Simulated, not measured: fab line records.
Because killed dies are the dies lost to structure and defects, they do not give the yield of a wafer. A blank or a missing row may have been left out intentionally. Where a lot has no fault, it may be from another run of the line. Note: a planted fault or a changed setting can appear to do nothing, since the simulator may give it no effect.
Which tool was responsible? :: flow sky130 :: 12 lots with 35 wafers sampled at 3 steps, on a route of 708 steps

== WHAT THE GAUGES SHOWED, per wafer ==
SKY_VIA2_THK_MEAS_23: measures by xrf. Usual: VIA2_W_THK typically reads 432 nm, with standard deviation 8.1.
lot: L421
measured: day 36 09:09
on: filmMetro-01
VIA2_W_THK (nm): 429 432 429
flag: 

lot: L422
measured: day 36 11:31
on: filmMetro-04
VIA2_W_THK (nm): 446 431 429
flag: 

lot: L423
measured: day 37 02:41
on: filmMetro-02
VIA2_W_THK (nm): 436 429 438
flag: 

lot: L425
measured: day 37 16:55
on: filmMetro-04
VIA2_W_THK (nm): 432 430 448
flag: 

lot: L426
measured: day 37 18:49
on: filmMetro-02
VIA2_W_THK (nm): 436 439 435
flag: 

lot: L427
measured: day 38 09:48
on: filmMetro-02
VIA2_W_THK (nm): 439 429 435
flag: 

lot: L430
measured: day 39 05:04
on: filmMetro-04
VIA2_W_THK (nm): 434 431 433
flag: 

lot: L431
measured: day 39 10:47
on: filmMetro-01
VIA2_W_THK (nm): 436 435 435
flag: 

lot: L433
measured: day 40 05:55
on: filmMetro-02
VIA2_W_THK (nm): 428 423 428
flag: 

lot: L437
measured: day 41 06:23
on: filmMetro-04
VIA2_W_THK (nm): 420 421
flag: 

lot: L443
measured: day 43 01:23
on: filmMetro-01
VIA2_W_THK (nm): 445 448 428
flag: 

lot: L444
measured: day 43 10:24
on: filmMetro-04
VIA2_W_THK (nm): 441 425 423
flag: 

== TOOL THAT RAN EACH LOT (tool first, then ch and the chambers of the sampled wafers, then the start) ==
lot: L421
SKY_VIA2_ETCH_15: rieDiel-01 ch 0,1,3, day 36 08:11
SKY_VIA2_STRIP_16: plasmaAsher-01 ch 1, day 36 08:15

lot: L422
SKY_VIA2_ETCH_15: rieDiel-01 ch 0,1,2, day 36 10:32
SKY_VIA2_STRIP_16: plasmaAsher-04 ch 0,1, day 36 10:38

lot: L423
SKY_VIA2_ETCH_15: rieDiel-03 ch 2,3, day 37 01:41
SKY_VIA2_STRIP_16: plasmaAsher-04 ch 0,1, day 37 01:47

lot: L425
SKY_VIA2_ETCH_15: rieDiel-01 ch 0,1,2, day 37 15:56
SKY_VIA2_STRIP_16: plasmaAsher-01 ch 0, day 37 16:00

lot: L426
SKY_VIA2_ETCH_15: rieDiel-04 ch 1,2,3, day 37 17:50
SKY_VIA2_STRIP_16: plasmaAsher-01 ch 1, day 37 17:53

lot: L427
SKY_VIA2_ETCH_15: rieDiel-01 ch 0,1,2, day 38 08:50
SKY_VIA2_STRIP_16: plasmaAsher-03 ch 0,1, day 38 08:54

lot: L430
SKY_VIA2_ETCH_15: rieDiel-01 ch 0,2,3, day 39 04:05
SKY_VIA2_STRIP_16: plasmaAsher-01 ch 0,1, day 39 04:08

lot: L431
SKY_VIA2_ETCH_15: rieDiel-03 ch 0,2, day 39 09:47
SKY_VIA2_STRIP_16: plasmaAsher-03 ch 0,1, day 39 09:51

lot: L433
SKY_VIA2_ETCH_15: rieDiel-01 ch 0,1,3, day 40 04:56
SKY_VIA2_STRIP_16: plasmaAsher-03 ch 0,1, day 40 05:00

lot: L437
SKY_VIA2_ETCH_15: rieDiel-01 ch 0,1, day 41 05:17
SKY_VIA2_STRIP_16: plasmaAsher-04 ch 0, day 41 05:20

lot: L443
SKY_VIA2_ETCH_15: rieDiel-04 ch 1,2, day 43 00:20
SKY_VIA2_STRIP_16: plasmaAsher-01 ch 0,1, day 43 00:24

lot: L444
SKY_VIA2_ETCH_15: rieDiel-04 ch 0,2,3, day 43 09:26
SKY_VIA2_STRIP_16: plasmaAsher-03 ch 0, day 43 09:30
- SKY_VIA2_ETCH_15: etches SiO2 in C4F8/O2/Ar, stops on TiN, target depth 546 nm, time 84 s.
- SKY_VIA2_STRIP_16: strips in O2/N2.

== WHAT THE TOOLS THEMSELVES READ (means of the sampled wafers that have a number; where no wafer has one, the mark that the record gives instead) ==
SKY_VIA2_ETCH_15. Usual: oesProductAu at 0.941 a.u., with a standard deviation of 0.0048.
lot: L421
tool: rieDiel-01
oesProductAu (a.u.): 0.943
flag: 

lot: L422
tool: rieDiel-01
oesProductAu (a.u.): 0.941
flag: 

lot: L423
tool: rieDiel-03
oesProductAu (a.u.): 0.940
flag: 

lot: L425
tool: rieDiel-01
oesProductAu (a.u.): 0.941
flag: 

lot: L426
tool: rieDiel-04
oesProductAu (a.u.): 0.944
flag: 

lot: L427
tool: rieDiel-01
oesProductAu (a.u.): 0.936
flag: 

lot: L430
tool: rieDiel-01
oesProductAu (a.u.): 0.943
flag: 

lot: L431
tool: rieDiel-03
oesProductAu (a.u.): 0.938
flag: 

lot: L433
tool: rieDiel-01
oesProductAu (a.u.): 0.938
flag: 

lot: L437
tool: rieDiel-01
oesProductAu (a.u.): 0.946
flag: 

lot: L443
tool: rieDiel-04
oesProductAu (a.u.): 0.943
flag: 

lot: L444
tool: rieDiel-04
oesProductAu (a.u.): 0.937
flag: 

SKY_VIA2_STRIP_16. Usual: drypumpMotorCurrentA 5.6 A, standard deviation 0.5; oesProductAu 0.399 a.u., standard deviation 0.0043; stripTimeToEndpointS 4.053 s, standard deviation 0.022.
lot: L421
tool: plasmaAsher-01
drypumpMotorCurrentA (A): 5.4
oesProductAu (a.u.): 0.402
stripTimeToEndpointS (s): 4.083
flag: 

lot: L422
tool: plasmaAsher-04
drypumpMotorCurrentA (A): 5.2
oesProductAu (a.u.): 0.400
stripTimeToEndpointS (s): 4.047
flag: 

lot: L423
tool: plasmaAsher-04
drypumpMotorCurrentA (A): 5.2
oesProductAu (a.u.): 0.402
stripTimeToEndpointS (s): 4.057
flag: 

lot: L425
tool: plasmaAsher-01
drypumpMotorCurrentA (A): 5.2
oesProductAu (a.u.): 0.404
stripTimeToEndpointS (s): 4.056
flag: 

lot: L426
tool: plasmaAsher-01
drypumpMotorCurrentA (A): 5.4
oesProductAu (a.u.): 0.400
stripTimeToEndpointS (s): 4.060
flag: 

lot: L427
tool: plasmaAsher-03
drypumpMotorCurrentA (A): 6.1
oesProductAu (a.u.): 0.398
stripTimeToEndpointS (s): 4.035
flag: 

lot: L430
tool: plasmaAsher-01
drypumpMotorCurrentA (A): 5.3
oesProductAu (a.u.): 0.399
stripTimeToEndpointS (s): 4.064
flag: 

lot: L431
tool: plasmaAsher-03
drypumpMotorCurrentA (A): 6.3
oesProductAu (a.u.): 0.394
stripTimeToEndpointS (s): 4.040
flag: 

lot: L433
tool: plasmaAsher-03
drypumpMotorCurrentA (A): 6.3
oesProductAu (a.u.): 0.389
stripTimeToEndpointS (s): 3.872
flag: OFF

lot: L437
tool: plasmaAsher-04
drypumpMotorCurrentA (A): 5.2
oesProductAu (a.u.): 0.386
stripTimeToEndpointS (s): 3.808
flag: OFF

lot: L443
tool: plasmaAsher-01
drypumpMotorCurrentA (A): 5.3
oesProductAu (a.u.): 0.399
stripTimeToEndpointS (s): 4.040
flag: 

lot: L444
tool: plasmaAsher-03
drypumpMotorCurrentA (A): 6.5
oesProductAu (a.u.): 0.403
stripTimeToEndpointS (s): 4.085
flag: 

== THE ANSWER, worked out from the rows above alone ==
Rule: lot off if the mean of its wafers having a number is beyond 3 standard deviations from the usual mean. A lot without any number at a reading at which 4 lots or more have one is off too. The other lots that the step has rows for count as sound. Order of review: gauges by route order, followed by the tools' own readings, for which a lot's mean as printed above is used. At the first step where some lot is off, the reading lying furthest off is the one used; lots without a number count as furthest.
Off, at SKY_VIA2_STRIP_16 on stripTimeToEndpointS: L433, L437.
If a tool, at that step or one of the process steps before it, ran each lot that is off and ran no sound lot following the first of them, it fits. One fits: rieDiel-01 at SKY_VIA2_ETCH_15. A fault onset in the window from L430 (day 39 04:05, its last sound lot) to L433 (day 40 04:56, its first lot off) fits.

== WHAT THE SIMULATOR PUT IN ==
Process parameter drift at SKY_VIA2_ETCH_15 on rieDiel-01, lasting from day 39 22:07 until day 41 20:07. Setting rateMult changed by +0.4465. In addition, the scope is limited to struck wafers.
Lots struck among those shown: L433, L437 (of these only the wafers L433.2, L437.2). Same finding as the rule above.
